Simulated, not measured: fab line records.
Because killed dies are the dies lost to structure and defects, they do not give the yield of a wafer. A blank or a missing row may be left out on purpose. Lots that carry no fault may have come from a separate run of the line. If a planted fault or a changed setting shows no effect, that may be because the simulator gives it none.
Struck lot and sound lot, side by side	flow sky130	14 out of 708 route steps
Sound: these wafers, L319.1, L319.3, L319.4. Struck: wafers L316.2, L316.3, L316.4. At the end, the cause is stated.
Order at every step that has rows: each side's tool, ch and its chambers, its first start. Under that, the readings that differ: sound wafers	struck wafers	difference of the means	sigmas: that difference in standard deviations of wafers without a fault.
alike: a reading whose means differ by less than 2 such deviations, as well as words and numbers matching on both sides. not compared: withheld readings; readings where some wafer has no value; bounds like >300 that might hide an equal value; numbers whose values overlap and for which the record gives no deviation.
The two part at a step that has a row with sigmas, a row that says differs or no value, or rows on one side only. Numbers that don't overlap but have no deviation are shown without sigmas and don't part them. Lack of a reading on every wafer of one side parts them only where that side has two or more wafers.

first, 2 steps without rows for these wafers: SKY_METAL1_CLEAN_23 (cleans in O3/DIW); SKY_VIA1_HDPCVD_00 (deposits SiO2, target thk 1030 nm, time 171.7 s).
SKY_VIA1_THK_MEAS_01:
  sound on filmMetro-04, day 39 07:58; struck on filmMetro-04, day 38 20:41
  alike: VIA1_HDPCVD_THK
SKY_VIA1_CMP_02: polishes SiO2.
  sound on cmp-02 ch 1,2,3, day 39 08:02; struck on cmp-02 ch 1,2,3, day 38 20:44
  alike: motorCurrentA
SKY_VIA1_BOW_MEAS_03:
  sound on filmMetro-04, day 39 08:20; struck on filmMetro-04, day 38 21:04
  alike: VIA1_BOW
then, 7 steps without rows for these wafers: SKY_VIA1_DEHYDRATE_04 (time 60 s); SKY_VIA1_HMDS_05 (prime time 60 s); SKY_VIA1_COAT_06 (resist thk 60 nm); SKY_VIA1_COAT_07 (resist thk 450 nm); SKY_VIA1_SOFTBAKE_08 (time 90 s); SKY_VIA1_EXPOSE_09 (exposes mask VIM, target cd 150 nm); SKY_VIA1_PEB_10.
SKY_VIA1_DEVELOP_11: develop time 60 s.
  sound on lithoTrack-04 ch 0, day 40 08:00; struck on lithoTrack-02, day 39 21:00
  no value came back on the struck wafers for chillPlateTempC (C), developTimeS (s); on the sound wafers chillPlateTempC (C) reads 22.90 22.92 23.13
reading	sound	struck	difference	sigmas
model.KrF-thick_of_VIA1_COAT_07.thkNm (nm)	436 437 437.2	449.7 450.4 450.4	+13.4	
SKY_VIA1_CD_MEAS_12 targets a cd of 150 nm.
  sound on cdSem-02, day 40 08:43; struck on cdSem-02, day 39 21:37
reading	sound	struck	difference	sigmas
cdNm (nm)	151.5 154.0 151.6	- - -	no value on the struck wafers	

WHERE THEY PART
Earliest at SKY_VIA1_DEVELOP_11; latest, in this record, at SKY_VIA1_CD_MEAS_12.

WHY: what the simulator had put in
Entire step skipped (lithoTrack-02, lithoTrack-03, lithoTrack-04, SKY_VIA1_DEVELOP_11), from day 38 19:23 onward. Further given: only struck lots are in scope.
